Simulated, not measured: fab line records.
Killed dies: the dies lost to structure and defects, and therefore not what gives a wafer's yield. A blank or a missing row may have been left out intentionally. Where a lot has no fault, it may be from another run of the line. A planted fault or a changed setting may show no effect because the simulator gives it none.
8D (eight disciplines) problem report, filled in by code    flow sky130    the parts of the form that need people (team, actions taken, sign-off) are left out

1. WHAT IS WRONG
CONTACT_CVD_00_THK at SKY_CONTACT_THK_MEAS_01 reads a mean of 90.0 nm on 2 wafers of 2 lots; wafers without a fault read 75.2 nm with a standard deviation of 1. Measured from the usual mean, that is +15 standard deviations.
First observed at day 35 22:50: wafer L795.1, on filmMetro-03. Wafers with a number at this step in the record: 36, from 12 lots. Rule for "out" (also "out of limits"): further than 4 standard deviations from the usual mean. The rest of the wafers with a number are treated as sound.

2. WHAT IT IS; WHAT IT IS NOT
question                     is                          is not
which readings at this step  CONTACT_CVD_00_THK          -
which lots                   L795, L796                  L778, L780, L781, L783, L784, L785, L786, L797, L799, L801
which wafers of those lots   L795.1, L796.6              L795.2, L795.4, L796.1, L796.5
read on which gauges         filmMetro-01, filmMetro-03  filmMetro-04
when                         from day 35 22:50           up to then (23 sound wafers); but 11 sound wafers of L796, L797, L799, L801 came after

3. WHAT RULES OUT EACH SUSPECT
Counting: any tool at a process step up to the reading remains a suspect provided it ran every lot that is out. Sound lots after the first of them don't rule it out here, since some wafers of a struck lot are sound.
- ruled out: the gauge at SKY_CONTACT_THK_MEAS_01. 2 gauges (filmMetro-01, filmMetro-03) read the wafers that are out.
- pecvd-03 at SKY_CONTACT_CVD_00 (deposits Si3N4, target thk 75 nm): kept. It processed each lot that is out (first: L795, day 35 22:44); up to then, its last sound lot is L786 (day 33 16:34).
- The sound lot-mates ran in chamber 2 of pecvd-03 at SKY_CONTACT_CVD_00, but the wafers that are out ran in chamber 0.
After counting, what remains is pecvd-03 at SKY_CONTACT_CVD_00.

4. THE CAUSE (what the simulator had put in)
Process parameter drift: pecvd-03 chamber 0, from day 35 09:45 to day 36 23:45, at SKY_CONTACT_CVD_00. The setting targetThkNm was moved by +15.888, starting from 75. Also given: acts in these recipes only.
Counting left only this tool.

5. THE CHAIN OF EFFECTS, in route order
Rows list readings where the struck wafers' mean (over those with a number) sits beyond 3 standard deviations from the usual. Only readings whose record carries a usual standard deviation are examined. hours: median over the lots of the time between each lot's start at the first step of this table that gives one and its start at this step. sigmas: the change, counted in usual standard deviations.
hours  step                     reading             usual       on struck wafers  change  sigmas
0      SKY_CONTACT_THK_MEAS_01  CONTACT_CVD_00_THK  75.2 nm     90.0              +14.8   +15
-      SKY_CONTACT_ETCH_18      oesProductAu        0.855 a.u.  0.948             +0.093  +12
The process steps in it:
- SKY_CONTACT_ETCH_18: etches Si3N4 in CHF3/O2, stops on TiN, time 39 s, target depth 75 nm.
At these later measuring or inspecting steps, every struck wafer for which the step has a row has a number for every such reading, and none has moved that far: SKY_CONTACT_CD_MEAS_14, SKY_CONTACT_OVL_MEAS_15.

6. HOW IT WOULD HAVE BEEN CAUGHT EARLIER
Counted from the fault's start at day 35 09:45, it took 13 hours until the first out-of-limits reading at a measuring or inspecting step in this record, taken at day 35 22:50.
No tool reading at SKY_CONTACT_CVD_00 that has a usual standard deviation in the record was out on any struck wafer, so an alarm limit of 4 standard deviations on those readings would not have fired.
L796, from the lots that are out (2), started SKY_CONTACT_CVD_00 on pecvd-03 later than day 35 22:50. It would have been spared by a hold on the tool at that moment.
